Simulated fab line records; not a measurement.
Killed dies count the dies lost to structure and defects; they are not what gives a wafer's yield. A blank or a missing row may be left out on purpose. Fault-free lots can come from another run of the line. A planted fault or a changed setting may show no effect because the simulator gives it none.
fab line records	flow sfq-line
record lots=5	wafers=23
route steps=325 shown I0@55 M1@59 I1@77 M2@99 I2@104 M3@119
start-h: hours from the record's first day to the start of the lot's first wafer shown	wait-h: hours elapsed since this lot's preceding step	" as in the row above	L1.1+2: several wafers, shown together as one row	- either no value or no given start	* or withheld: withheld	< > ~ a bound
route shown NAME@n: a module of which the file shows steps, and the number in the route of the first	usual: mean and standard deviation over wafers with no fault	same: alike in all rows	chamber/n: place in a boat	sites: readings site by site	_std_site: standard deviation across them	_edge_site: outer sites' mean less inner sites'	radius-mm: for every site, how far away it sits from the centre of the wafer	mask NAME#n: copy n	behind: tool/chamber where the wafer was last shaped	hold: reason for holding the lot/hours on hold/outcome of the hold	device: the transistor (n, p or np) that didn't switch	end of line: the tests these same wafers got at the end of their route	a step without rows: its recipe alone	killed: the dies lost at the first sort to structure and to defects; this is not the yield of the wafer	map: per-die view of a wafer (x killed, . not killed, _ where there is no die)
set.NAME: setting as actually run; set.NAME@STEP: the setting as run at that earlier step	model.NAME: the simulator's own value behind a step, which no gauge read
lots whose settings were changed on purpose; a table a step, a row a wafer
## steps
# step SFQ_TRILAYER_I0_VIA_ETCH_VIA_ETCH_034
# recipe target=SiO2	stop-on=Nb	mask-material=PR	taper-deg=20	chemistry=CHF3	target-depth-nm=260	source-w=500	bias-w=80	pressure-mtorr=30	time-s=withheld
# usual oes-product-au=0.854/0.0055
lot.wafer	tool	chamber	start-h	wait-h	set.bias-w	set.leave-above-ref-nm@TRILAYER_I0_CMP_CMP_028	oes-product-au	model.I0.feature-depth-nm
L074.1	rie-diel-01	3	206.01	0.0	80	200	0.856	199.4
L074.5	"	0	"	"	80	200	0.849	199.8
L074.6	"	3	"	"	80	200	0.860	199.9
L076.1	rie-diel-04	0	222.36	0.0	80	200	0.857	199.4
L076.2	"	1	"	"	80	214.3	0.879	214.3
L076.4	"	3	"	"	80	214.3	0.880	214.2
L076.5	"	3	"	"	80	214.3	0.884	211.9
L076.6	"	2	"	"	80	200	0.855	199.8
L077.2	rie-diel-04	0	236.41	0.0	80	206.2	0.860	204
L077.3	"	3	"	"	71.43	200	0.865	199.6
L077.4	"	1	"	"	80	200	0.856	200.1
L077.5	"	3	"	"	71.43	200	0.852	199.8
L077.6	"	0	"	"	71.43	206.2	0.868	207.1
L081.1	rie-diel-02	1	267.41	0.0	80	213.2	0.883	212.8
L081.2	"	2	"	"	80	200	0.854	199.2
L081.3	"	3	"	"	80	200	0.854	199
L081.4	"	0	"	"	80	213.2	0.876	210.7
L081.5	"	0	"	"	80	213.2	0.888	211.4
L083.1	rie-diel-02	3	283.43	0.0	87.08	200	0.849	200.3
L083.2	"	1	"	"	87.08	200	0.851	200.1
L083.4	"	0	"	"	80	200	0.850	199
L083.5	"	0	"	"	80	200	0.853	199.9
L083.6	"	3	"	"	80	200	0.857	200.6
# step SFQ_TRILAYER_M1_DEP_SPUTTER_037
# recipe material=Nb	base-pressure-pa=1.33e-06	chamber-pressure-pa=0.1333	substrate-temp-c=20	resputter-cathode-voltage-v=400	target-thk-nm=200	power-w=2000	time-s=133.3
lot.wafer	tool	chamber	start-h	wait-h	set.time-s	model.Nb_of_TRILAYER_M1_DEP_SPUTTER_037.thk-nm
L074.1	pvd-sputter-04	-	206.93	0.0	133.3	198.7
L074.5	"	-	"	"	133.3	199.2
L074.6	"	-	"	"	133.3	201.6
L076.1	pvd-sputter-06	-	223.28	0.0	151.6	224.5
L076.2	"	-	"	"	133.3	197.8
L076.4	"	-	"	"	133.3	198.1
L076.5	"	-	"	"	151.6	223.4
L076.6	"	-	"	"	151.6	224.7
L077.2	pvd-sputter-06	-	237.33	0.0	150.1	223.6
L077.3	"	-	"	"	133.3	199.7
L077.4	"	-	"	"	133.3	199.3
L077.5	"	-	"	"	150.1	223.1
L077.6	"	-	"	"	150.1	223.2
L081.1	pvd-sputter-04	-	268.34	0.0	133.3	199.4
L081.2	"	-	"	"	122.3	183.4
L081.3	"	-	"	"	133.3	201.2
L081.4	"	-	"	"	122.3	182.1
L081.5	"	-	"	"	133.3	200.4
L083.1+4	pvd-sputter-04	-	284.35	0.0	133.3	202.7
L083.2	"	-	"	"	133.3	204
L083.5	"	-	"	"	133.3	204.8
L083.6	"	-	"	"	133.3	203.9
# step SFQ_M1_RS_MEAS_909
# recipe thk-meas-gauge=four-point-probe	reads=Nb_of_TRILAYER_M1_DEP_SPUTTER_037
# usual M1_NB_RS=0.890/0.0092
lot.wafer	tool	chamber	start-h	wait-h	set.time-s@TRILAYER_M1_DEP_SPUTTER_037	M1_NB_RS[ohm/sq]
L074.1	film-metro-02	-	207.02	0.0	133.3	0.898
L074.5	"	-	"	"	133.3	0.896
L074.6	"	-	"	"	133.3	0.885
L076.1	film-metro-03	-	223.37	0.0	151.6	0.789
L076.2	"	-	"	"	133.3	0.897
L076.4	"	-	"	"	133.3	0.897
L076.5	"	-	"	"	151.6	0.794
L076.6	"	-	"	"	151.6	0.788
L077.2	film-metro-04	-	237.44	0.1	150.1	0.790
L077.3	"	-	"	"	133.3	0.888
L077.4	"	-	"	"	133.3	0.891
L077.5	"	-	"	"	150.1	0.794
L077.6	"	-	"	"	150.1	0.794
L081.1	film-metro-03	-	268.43	0.0	133.3	0.891
L081.2	"	-	"	"	122.3	0.968
L081.3	"	-	"	"	133.3	0.882
L081.4	"	-	"	"	122.3	0.977
L081.5	"	-	"	"	133.3	0.885
L083.1	film-metro-02	-	284.44	0.0	133.3	0.880
L083.2	"	-	"	"	133.3	0.874
L083.4	"	-	"	"	133.3	0.880
L083.5	"	-	"	"	133.3	0.871
L083.6	"	-	"	"	133.3	0.874
# step SFQ_TRILAYER_M1_BARC_OPEN_METAL_ETCH_054
# recipe mask-material=PR	chemistry=O2	target-depth-nm=125	target=BARC	icp-w=600	bias-w=80	pressure-mtorr=10	time-s=41.7
lot.wafer	tool	chamber	start-h	wait-h	set.bias-w
L074.1+5+6	rie-metal-04	1,0,1	296.64	0.0	80
L076.1+4+5	rie-metal-03	0,1,0	314.64	0.0	85.12
L076.2+6	"	1	"	"	80
L077.2+3+4+5+6	rie-metal-01	0,0,1,0,1	326.64	0.0	80
L081.1+2+4	rie-metal-01	1,0,0	364.42	0.0	80
L081.3+5	"	1	"	"	77.52
L083.1+5	rie-metal-03	1,0	382.86	0.0	80
L083.2+4+6	"	0,1,1	"	"	82.42
# step SFQ_TRILAYER_M1_ETCH_METAL_ETCH_042
# recipe target=Nb	stop-on=SiO2	mask-material=PR	chemistry=Cl2/Ar	target-depth-nm=240	icp-w=600	bias-w=80	pressure-mtorr=10	time-s=120
# usual oes-product-au=0.894/0.0071
lot.wafer	tool	chamber	start-h	wait-h	set.time-s@TRILAYER_M1_DEP_SPUTTER_037	oes-product-au
L074.1	rie-metal-04	1	296.70	0.0	133.3	0.894
L074.5	"	0	"	"	133.3	0.890
L074.6	"	1	"	"	133.3	0.894
L076.1	rie-metal-03	1	314.70	0.0	151.6	0.954
L076.2	"	0	"	"	133.3	0.894
L076.4	"	0	"	"	133.3	0.894
L076.5	"	0	"	"	151.6	0.945
L076.6	"	0	"	"	151.6	0.957
L077.2	rie-metal-01	0	326.70	0.0	150.1	0.967
L077.3	"	0	"	"	133.3	0.891
L077.4	"	1	"	"	133.3	0.889
L077.5	"	0	"	"	150.1	0.957
L077.6	"	1	"	"	150.1	0.958
L081.1	rie-metal-01	1	364.50	0.1	133.3	0.891
L081.2	"	0	"	"	122.3	0.851
L081.3	"	1	"	"	133.3	0.900
L081.4	"	0	"	"	122.3	0.850
L081.5	"	1	"	"	133.3	0.899
L083.1	rie-metal-03	1	382.92	0.0	133.3	0.908
L083.2	"	0	"	"	133.3	0.902
L083.4	"	1	"	"	133.3	0.898
L083.5	"	0	"	"	133.3	0.908
L083.6	"	1	"	"	133.3	0.906
# step SFQ_TRILAYER_I1_VIA_LITHO_COAT_054
# recipe resist=BARC	spin-rpm=3000	resist-thk-nm=62
lot.wafer	tool	chamber	start-h	wait-h	set.spin-rpm	model.BARC_of_TRILAYER_I1_VIA_LITHO_COAT_054.thk-nm
L074.1	litho-track-02	0	304.99	1.0	3000	61.73
L074.5	"	0	"	"	3000	61.67
L074.6	"	0	"	"	3000	61.86
L076.1	litho-track-01	0	324.29	1.0	3000	61.61
L076.2	"	0	"	"	3000	61.78
L076.4	"	0	"	"	3000	61.89
L076.5	"	0	"	"	3000	61.93
L076.6	"	0	"	"	3000	61.83
L077.2	litho-track-02	0	333.80	0.9	3000	62.01
L077.3	"	0	"	"	3000	61.99
L077.4	"	0	"	"	3000	61.97
L077.5	"	0	"	"	2935	62.39
L077.6	"	0	"	"	2935	62.62
L081.1	litho-track-04	0	381.65	1.0	2784	64.09
L081.2	"	0	"	"	2784	64.2
L081.3	"	0	"	"	3000	61.86
L081.4	"	0	"	"	3000	61.92
L081.5	"	0	"	"	2784	64.24
L083.1	litho-track-02	0	396.65	1.0	3000	62.05
L083.2	"	0	"	"	3000	62
L083.4	"	0	"	"	2943	62.63
L083.5	"	0	"	"	2943	62.71
L083.6	"	0	"	"	3000	61.78
# step SFQ_TRILAYER_M2_BARC_OPEN_METAL_ETCH_077
# recipe mask-material=PR	chemistry=O2	target-depth-nm=125	target=BARC	icp-w=600	bias-w=80	pressure-mtorr=10	time-s=41.7
lot.wafer	tool	chamber	start-h	wait-h	set.icp-w	model.KrF_of_TRILAYER_M2_LITHO_COAT_057.thk-nm
L074.1	rie-metal-03	1	461.63	0.0	600	522.4
L074.5	"	1	"	"	600	525.2
L074.6	"	0	"	"	600	523
L076.1	rie-metal-04	0	484.43	0.0	529.9	528.2
L076.2	"	1	"	"	600	523
L076.4	"	1	"	"	529.9	530
L076.5	"	1	"	"	600	523.4
L076.6	"	0	"	"	600	522.9
L077.2	rie-metal-04	0	496.43	0.0	649.6	518.4
L077.3	"	0	"	"	600	524.2
L077.4	"	1	"	"	600	521.3
L077.5	"	1	"	"	649.6	517.6
L077.6	"	0	"	"	600	524
L081.1	rie-metal-02	0	545.73	0.0	531.3	528.7
L081.2	"	1	"	"	600	523.1
L081.3	"	1	"	"	531.3	527.8
L081.4	"	0	"	"	531.3	528.1
L081.5	"	1	"	"	600	522.8
L083.1	rie-metal-04	0	576.00	0.0	600	522.8
L083.2	"	1	"	"	639.4	517
L083.4	"	0	"	"	600	520.4
L083.5	"	1	"	"	639.4	519
L083.6	"	0	"	"	639.4	518
# step SFQ_TRILAYER_I2_CMP_CMP_064
# recipe material=SiO2	down-force-psi=3	platen-rpm=60	pad-velocity-m-s=0.94248
lot.wafer	tool	chamber	start-h	wait-h	set.leave-above-ref-nm	model.SiO2_of_TRILAYER_I2_DEP_PECVD_063.thk-nm
L074.1	cmp-02	3	472.17	9.5	200	201.9
L074.6	"	1	473.17	10.5	200	199.3
L074.5	"	2	"	"	200	202.3
L076.4	cmp-02	3	492.17	6.7	200	200.8
L076.1	"	0	"	"	186.6	186.9
L076.2	"	1	"	"	200	200.9
L076.5	"	3	494.17	8.7	186.6	187.1
L076.6	"	0	"	"	200	199.3
L077.3	cmp-01	3	506.59	9.2	200	197.4
L077.4	"	0	"	"	200	199.2
L077.2	"	1	"	"	185.2	183.8
L077.5	"	2	"	"	200	198.4
L077.6	"	3	"	"	185.2	183.4
L081.1	cmp-01	2	551.09	4.4	193.2	192.5
L081.4	"	3	"	"	193.2	192.1
L081.3	"	0	"	"	200	199.6
L081.2	"	1	"	"	200	198.9
L081.5	"	2	"	"	200	198.7
L083.2	cmp-01	3	584.95	7.9	200	199.2
L083.1+5	"	0	"	"	200	199.9
L083.4	"	2	586.45	9.4	200	198.3
L083.6	"	3	"	"	200	199.8
# step SFQ_TRILAYER_I2_METRO_MEASURE_065
# usual thk-nm=200.0/1
lot.wafer	tool	chamber	start-h	wait-h	set.leave-above-ref-nm@TRILAYER_I2_CMP_CMP_064	thk-nm
L074.1	film-metro-01	-	474.29	0.1	200	201.9
L074.5	"	-	"	"	200	202.5
L074.6	"	-	"	"	200	199.4
L076.1	film-metro-02	-	495.29	0.1	186.6	186.9
L076.2	"	-	"	"	200	201.0
L076.4	"	-	"	"	200	200.9
L076.5	"	-	"	"	186.6	187.0
L076.6	"	-	"	"	200	199.3
L077.2	film-metro-02	-	509.41	0.3	185.2	183.9
L077.3	"	-	"	"	200	197.4
L077.4	"	-	"	"	200	199.2
L077.5	"	-	"	"	200	198.5
L077.6	"	-	"	"	185.2	183.4
L081.1	film-metro-02	-	554.21	0.1	193.2	192.7
L081.2	"	-	"	"	200	198.8
L081.3	"	-	"	"	200	199.5
L081.4	"	-	"	"	193.2	192.1
L081.5	"	-	"	"	200	198.7
L083.1	film-metro-02	-	588.07	0.1	200	199.8
L083.2	"	-	"	"	200	199.3
L083.4	"	-	"	"	200	198.3
L083.5	"	-	"	"	200	200.1
L083.6	"	-	"	"	200	199.8
# step SFQ_TRILAYER_I2_VIA_LITHO_COAT_067
# recipe resist=KrF	spin-rpm=3000	resist-thk-nm=650
lot.wafer	tool	chamber	start-h	wait-h	set.spin-rpm	model.KrF_of_TRILAYER_I2_VIA_LITHO_COAT_067.thk-nm
L074.1	litho-track-02	0	475.79	0.2	3000	647.4
L074.5	"	0	"	"	3000	648.6
L074.6	"	0	"	"	3000	647.5
L076.1	litho-track-03	0	496.79	0.2	3000	650.4
L076.2	"	0	"	"	2924	656
L076.4	"	0	"	"	2924	658.1
L076.5	"	0	"	"	2924	656.3
L076.6	"	0	"	"	3000	647.9
L077.2	litho-track-03	0	510.76	0.2	2890	660.6
L077.3	"	0	"	"	3000	648.3
L077.4	"	0	"	"	2890	660.1
L077.5	"	0	"	"	2890	658.9
L077.6	"	0	"	"	3000	648.4
L081.1	litho-track-02	0	555.71	0.2	2843	666.4
L081.2	"	0	"	"	3000	649.8
L081.3	"	0	"	"	3000	649.1
L081.4	"	0	"	"	2843	665.6
L081.5	"	0	"	"	2843	666.5
L083.1	litho-track-01	0	589.57	0.2	3000	652.3
L083.2	"	0	"	"	3191	632.5
L083.4	"	0	"	"	3191	634.1
L083.5	"	0	"	"	3000	654.5
L083.6	"	0	"	"	3000	654.3
# step SFQ_TRILAYER_I2_VIA_LITHO_SOFTBAKE_071
# recipe temp-c=withheld	time-s=withheld	resist=KrF
# step SFQ_TRILAYER_I2_VIA_LITHO_EXPOSE_068
# recipe mask-id=I2	na=0.6	source-shape=conventional	sigma-outer=0.65	target-cd-nm=500	dose-mj=21.3
# step SFQ_TRILAYER_I2_VIA_LITHO_DEVELOP_069
# recipe time-s=60	resist=KrF
# step SFQ_TRILAYER_I2_VIA_BARC_OPEN_VIA_ETCH_096
# recipe mask-material=PR	chemistry=O2	target-depth-nm=125	target=BARC	source-w=500	bias-w=80	pressure-mtorr=30	time-s=41.7
lot.wafer	tool	chamber	start-h	wait-h	set.spin-rpm@TRILAYER_I2_VIA_LITHO_COAT_067	model.KrF_of_TRILAYER_I2_VIA_LITHO_COAT_067.thk-nm
L074.1	rie-diel-02	3	512.04	0.0	3000	570.3
L074.5	"	2	"	"	3000	573.2
L074.6	"	1	"	"	3000	570.8
L076.1	rie-diel-02	2	531.24	0.0	3000	575.2
L076.2	"	3	"	"	2924	578.9
L076.4	"	0	"	"	2924	581.9
L076.5	"	1	"	"	2924	580.1
L076.6	"	2	"	"	3000	572.4
L077.2	rie-diel-04	2	543.24	0.0	2890	581.9
L077.3	"	3	"	"	3000	572.4
L077.4	"	3	"	"	2890	584.2
L077.5	"	2	"	"	2890	580
L077.6	"	1	"	"	3000	571.9
L081.1	rie-diel-03	1	579.99	0.0	2843	588.8
L081.2	"	3	"	"	3000	573.6
L081.3	"	2	"	"	3000	572.1
L081.4	"	1	"	"	2843	587.8
L081.5	"	3	"	"	2843	590.6
L083.1	rie-diel-03	1	602.89	0.0	3000	574.7
L083.2	"	2	"	"	3191	555.5
L083.4	"	0	"	"	3191	556.8
L083.5	"	1	"	"	3000	576.6
L083.6	"	0	"	"	3000	577.2
# step SFQ_TRILAYER_I2_VIA_ETCH_VIA_ETCH_070
# recipe target=SiO2	stop-on=Nb	mask-material=PR	taper-deg=20	chemistry=CHF3	target-depth-nm=260	source-w=500	bias-w=80	pressure-mtorr=30	time-s=withheld
# usual oes-product-au=0.854/0.0055
lot.wafer	tool	chamber	start-h	wait-h	set.source-w	set.leave-above-ref-nm@TRILAYER_I2_CMP_CMP_064	set.spin-rpm@TRILAYER_I2_VIA_LITHO_COAT_067	oes-product-au	model.I2.feature-depth-nm	model.KrF_of_TRILAYER_I2_VIA_LITHO_COAT_067.thk-nm
L074.1	rie-diel-02	3	512.08	0.0	500	200	3000	0.855	201.9	525
L074.5	"	2	"	"	500	200	3000	0.857	202.3	529.2
L074.6	"	1	"	"	500	200	3000	0.850	199.3	525.6
L076.1	rie-diel-02	2	531.28	0.0	520.2	186.6	3000	0.827	187.2	530.8
L076.2	"	3	"	"	520.2	200	2924	0.858	201.3	533.2
L076.4	"	0	"	"	520.2	200	2924	0.862	201.1	537
L076.5	"	1	"	"	500	186.6	2924	0.820	187.1	535.9
L076.6	"	2	"	"	500	200	3000	0.857	199.3	529
L077.2	rie-diel-04	2	543.28	0.0	521.7	185.2	2890	0.815	184.2	535.4
L077.3	"	3	"	"	500	200	3000	0.851	197.4	528.7
L077.4	"	3	"	"	521.7	200	2890	0.856	199.5	539.6
L077.5	"	2	"	"	500	200	2890	0.848	198.4	534.2
L077.6	"	1	"	"	521.7	185.2	3000	0.813	183.7	527
L081.1	rie-diel-03	1	580.03	0.0	500	193.2	2843	0.841	192.5	543.4
L081.2	"	3	"	"	554	200	3000	0.850	199.7	527.9
L081.3	"	2	"	"	500	200	3000	0.856	199.6	527.5
L081.4	"	1	"	"	554	193.2	2843	0.840	192.9	540.9
L081.5	"	3	"	"	554	200	2843	0.848	199.5	545
L083.1	rie-diel-03	1	602.93	0.0	500	200	3000	0.850	199.9	529.1
L083.2	"	2	"	"	500	200	3191	0.855	199.2	510.5
L083.4	"	0	"	"	500	200	3191	0.844	198.3	511.3
L083.5	"	1	"	"	539.9	200	3000	0.856	200.6	530.1
L083.6	"	0	"	"	539.9	200	3000	0.848	200.5	531
# step SFQ_TRILAYER_M3_DEP_SPUTTER_073
# recipe material=Nb	base-pressure-pa=1.33e-06	chamber-pressure-pa=0.1333	substrate-temp-c=20	resputter-cathode-voltage-v=400	target-thk-nm=200	power-w=2000	time-s=133.3
lot.wafer	tool	chamber	start-h	wait-h	set.power-w	model.Nb_of_TRILAYER_M3_DEP_SPUTTER_073.thk-nm
L074.1	pvd-sputter-06	-	513.00	0.0	2000	199.4
L074.5	"	-	"	"	2000	200.1
L074.6	"	-	"	"	2000	199.7
L076.1	pvd-sputter-05	-	532.20	0.0	2000	199.6
L076.2	"	-	"	"	2000	199.5
L076.4	"	-	"	"	2102	213.2
L076.5	"	-	"	"	2102	211.4
L076.6	"	-	"	"	2102	212.8
L077.2	pvd-sputter-03	-	544.20	0.0	2000	200.9
L077.3	"	-	"	"	1786	180.2
L077.4	"	-	"	"	2000	202.2
L077.5	"	-	"	"	1786	179.6
L077.6	"	-	"	"	1786	181.8
L081.1	pvd-sputter-05	-	580.95	0.0	2000	202.9
L081.2	"	-	"	"	2000	200.8
L081.3	"	-	"	"	1862	186.5
L081.4	"	-	"	"	2000	200.5
L081.5	"	-	"	"	1862	187
L083.1	pvd-sputter-05	-	604.45	0.0	2000	201.4
L083.2	"	-	"	"	2000	196.5
L083.4	"	-	"	"	2237	222.6
L083.5	"	-	"	"	2237	222.1
L083.6	"	-	"	"	2237	222.3
# step SFQ_M3_RS_MEAS_919
# recipe thk-meas-gauge=four-point-probe	reads=Nb_of_TRILAYER_M3_DEP_SPUTTER_073
# usual M3_NB_RS=0.889/0.01
lot.wafer	tool	chamber	start-h	wait-h	set.power-w@TRILAYER_M3_DEP_SPUTTER_073	M3_NB_RS[ohm/sq]
L074.1	film-metro-03	-	513.09	0.0	2000	0.891
L074.5	"	-	"	"	2000	0.888
L074.6	"	-	"	"	2000	0.891
L076.1	film-metro-03	-	532.29	0.0	2000	0.892
L076.2	"	-	"	"	2000	0.891
L076.4	"	-	"	"	2102	0.833
L076.5	"	-	"	"	2102	0.840
L076.6	"	-	"	"	2102	0.834
L077.2	film-metro-03	-	544.31	0.1	2000	0.883
L077.3	"	-	"	"	1786	0.987
L077.4	"	-	"	"	2000	0.879
L077.5	"	-	"	"	1786	0.991
L077.6	"	-	"	"	1786	0.977
L081.1	film-metro-02	-	581.04	0.0	2000	0.877
L081.2	"	-	"	"	2000	0.887
L081.3	"	-	"	"	1862	0.956
L081.4	"	-	"	"	2000	0.890
L081.5	"	-	"	"	1862	0.954
L083.1	film-metro-04	-	604.54	0.0	2000	0.882
L083.2	"	-	"	"	2000	0.903
L083.4	"	-	"	"	2237	0.796
L083.5	"	-	"	"	2237	0.798
L083.6	"	-	"	"	2237	0.798
## key
split step=SFQ_TRILAYER_I0_VIA_ETCH_VIA_ETCH_034	setting=bias-w	stated=80	by=wafer
response none clear
split step=SFQ_TRILAYER_M1_DEP_SPUTTER_037	setting=time-s	stated=133.3	by=wafer
response step=SFQ_TRILAYER_M1_DEP_SPUTTER_037	reading=model.Nb_of_TRILAYER_M1_DEP_SPUTTER_037.thk-nm	change=+1.94	per=1%	r=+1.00
response step=SFQ_M1_RS_MEAS_909	reading=M1_NB_RS	change=-0.00819	per=1%	r=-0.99
response step=SFQ_TRILAYER_M1_ETCH_METAL_ETCH_042	reading=oes-product-au	change=+0.00497	per=1%	r=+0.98
split step=SFQ_TRILAYER_M1_BARC_OPEN_METAL_ETCH_054	setting=bias-w	stated=80	by=wafer
response none clear
split step=SFQ_TRILAYER_I1_VIA_LITHO_COAT_054	setting=spin-rpm	stated=3000	by=wafer
response step=SFQ_TRILAYER_I1_VIA_LITHO_COAT_054	reading=model.BARC_of_TRILAYER_I1_VIA_LITHO_COAT_054.thk-nm	change=-0.315	per=1%	r=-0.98
split step=SFQ_TRILAYER_M2_BARC_OPEN_METAL_ETCH_077	setting=icp-w	stated=600	by=wafer
response step=SFQ_TRILAYER_M2_BARC_OPEN_METAL_ETCH_077	reading=model.KrF_of_TRILAYER_M2_LITHO_COAT_057.thk-nm	change=-0.519	per=1%	r=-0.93
split step=SFQ_TRILAYER_I2_CMP_CMP_064	setting=leave-above-ref-nm	stated=200	by=wafer
response step=SFQ_TRILAYER_I2_CMP_CMP_064	reading=model.SiO2_of_TRILAYER_I2_DEP_PECVD_063.thk-nm	change=+1.99	per=1%	r=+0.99
response step=SFQ_TRILAYER_I2_METRO_MEASURE_065	reading=thk-nm	change=+1.99	per=1%	r=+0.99
response step=SFQ_TRILAYER_I2_VIA_ETCH_VIA_ETCH_070	reading=oes-product-au	change=+0.00495	per=1%	r=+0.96
response step=SFQ_TRILAYER_I2_VIA_ETCH_VIA_ETCH_070	reading=model.I2.feature-depth-nm	change=+1.98	per=1%	r=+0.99
split step=SFQ_TRILAYER_I2_VIA_LITHO_COAT_067	setting=spin-rpm	stated=3000	by=wafer
response step=SFQ_TRILAYER_I2_VIA_LITHO_COAT_067	reading=model.KrF_of_TRILAYER_I2_VIA_LITHO_COAT_067.thk-nm	change=-3.18	per=1%	r=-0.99
response step=SFQ_TRILAYER_I2_VIA_BARC_OPEN_VIA_ETCH_096	reading=model.KrF_of_TRILAYER_I2_VIA_LITHO_COAT_067.thk-nm	change=-3.01	per=1%	r=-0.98
response step=SFQ_TRILAYER_I2_VIA_ETCH_VIA_ETCH_070	reading=model.KrF_of_TRILAYER_I2_VIA_LITHO_COAT_067.thk-nm	change=-2.82	per=1%	r=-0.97
split step=SFQ_TRILAYER_I2_VIA_ETCH_VIA_ETCH_070	setting=source-w	stated=500	by=wafer
response none clear
split step=SFQ_TRILAYER_M3_DEP_SPUTTER_073	setting=power-w	stated=2000	by=wafer
response step=SFQ_TRILAYER_M3_DEP_SPUTTER_073	reading=model.Nb_of_TRILAYER_M3_DEP_SPUTTER_073.thk-nm	change=+2.04	per=1%	r=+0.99
response step=SFQ_M3_RS_MEAS_919	reading=M3_NB_RS	change=-0.00917	per=1%	r=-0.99
split outside-this-file step=SFQ_TRILAYER_I0_CMP_CMP_028 setting=leave-above-ref-nm
# split outside-this-file: this setting was split too, and the file shows its column; the key of that split is in another file
